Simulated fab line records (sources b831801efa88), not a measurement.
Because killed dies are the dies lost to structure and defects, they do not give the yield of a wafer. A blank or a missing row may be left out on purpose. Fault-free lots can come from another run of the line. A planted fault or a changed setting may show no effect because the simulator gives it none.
Split-lot trial | flow gf180mcu | on a route of 602 steps: 5 lots, 23 wafers read

== THE SPLIT ITSELF ==
At GF_PSD_IMPLANT_09, the setting energy-kev was moved away from the recipe's 40 on 7 of the 23 wafers read, by -8.4% to +5.5%. The other wafers ran this setting at the recipe's value.

== FROM THE SPLIT TO THE READING: what the file shows between them, 4 steps ==
- GF_PSD_STRIP_10: strips in O2/N2
- GF_PSD_TW_MEAS_11
- GF_PSD_CLEAN_12: cleans in SC1/SC2, time 150 s
- GF_PSD_RTA_13: time 20 s

== THE READING ==
Measured at GF_PSD_RS_MEAS_15 by four-point probe: PSD_RS, in ohm/sq. Fault-free wafers of this fab line usually give 108.42 ohm/sq, standard deviation 0.25 ohm/sq.

wafer  | tool, chamber at the split | energy-kev as run | against the recipe | PSD_RS, ohm/sq | against lot-mates on the recipe
L074.1 | implanter-04, 0            | 41.11             | +2.8%              | 107.22         | -1.26
L074.3 | implanter-04, 0            | 40                | recipe             | 108.32         | -
L074.4 | implanter-04, 0            | 41.11             | +2.8%              | 106.91         | -1.57
L074.5 | implanter-04, 0            | 40                | recipe             | 108.68         | -
L074.6 | implanter-04, 0            | 40                | recipe             | 108.43         | -
L076.1 | implanter-01, 0            | 40                | recipe             | 108.48         | -
L076.2 | implanter-01, 0            | 40                | recipe             | 108.34         | -
L076.3 | implanter-01, 0            | 40                | recipe             | 108.20         | -
L076.5 | implanter-01, 0            | 40                | recipe             | 108.36         | -
L076.6 | implanter-01, 0            | 40                | recipe             | 108.52         | -
L078.1 | implanter-04, 0            | 40                | recipe             | 108.46         | -
L078.2 | implanter-04, 0            | 42.19             | +5.5%              | 105.76         | -2.85
L078.3 | implanter-04, 0            | 42.19             | +5.5%              | 106.15         | -2.46
L078.4 | implanter-04, 0            | 42.19             | +5.5%              | 106.11         | -2.50
L078.5 | implanter-04, 0            | 40                | recipe             | 108.77         | -
L083.1 | implanter-03, 0            | 36.63             | -8.4%              | 112.78         | +4.50
L083.2 | implanter-03, 0            | 40                | recipe             | 108.21         | -
L083.3 | implanter-03, 0            | 40                | recipe             | 108.35         | -
L083.4 | implanter-03, 0            | 36.63             | -8.4%              | 112.60         | +4.32
L083.6 | implanter-03, 0            | 40                | recipe             | 108.27         | -
L084.1 | implanter-01, 0            | 40                | recipe             | 108.23         | -
L084.4 | implanter-01, 0            | 40                | recipe             | 108.68         | -
L084.6 | implanter-01, 0            | 40                | recipe             | 108.53         | -

THE FIT
A straight line over all 23 wafers: PSD_RS changes by -0.483 ohm/sq for each +1% of energy-kev; r = -0.99; the points scatter about the line by 0.2 ohm/sq.
The same after taking each lot's own level away (the mean of its wafers on the recipe; 23 wafers): -0.506 ohm/sq for each +1%; r = -1.00; scatter 0.16 ohm/sq.
According to that fit, moving energy-kev by its largest amount changes the reading by 4.3 ohm/sq.
The span of the lots' own levels, 108.277 to 108.615 ohm/sq, comes to 1.4 times the standard deviation stated above.
So the lot-to-lot level changes the slope little: the two slopes agree.
Check: for one of the wafers moved furthest among these (-8.4%), held out of the fit, the line's prediction against its lot-mates is +4.19 ohm/sq. It came out at +4.5 ohm/sq against them.

== OTHER SPLITS APPLIED TO THESE WAFERS ==
Note: prior to the reading, these wafers also went through further splits. Each is held against what the fit with the lots' levels taken away leaves over:
other split on the same wafers  | wafers away from the commonest value | r with PSD_RS (lot level and that fit taken away)
GF_POLY_GATE_PEB_08 peb-temp-c  | 11                                   | +0.08
GF_POLY_GATE_ETCH_13 bias-w     | 11                                   | -0.04
GF_HV_LDD_DEVELOP_06 dev-temp-c | 9                                    | -0.13

== THE WHOLE CHAIN: every reading that the file lists as answering this split, in the file's order ==
step              | what it does                 | reading                                                         | change (the file's fit)               | r (the file's)
GF_PSD_IMPLANT_09 |                              | implant.rp-nm (the simulator's own value, which no gauge read)  | +0.253 nm for each +1% of the setting | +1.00
GF_PSD_IMPLANT_09 |                              | implant.drp-nm (the simulator's own value, which no gauge read) | +0.112 nm for each +1% of the setting | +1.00
GF_PSD_STRIP_10   | strips in O2/N2              | strip-time-to-endpoint-s                                        | withheld for each +1% of the setting  | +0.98
GF_PSD_TW_MEAS_11 |                              | PSD_TW                                                          | +7.92 for each +1% of the setting     | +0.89
GF_PSD_RS_MEAS_15 | measures by four-point-probe | PSD_RS                                                          | -0.51 for each +1% of the setting     | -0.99

== THE FILE'S OWN FIT ==
PSD_RS changes by -0.51 ohm/sq for each +1% of energy-kev, r = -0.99.
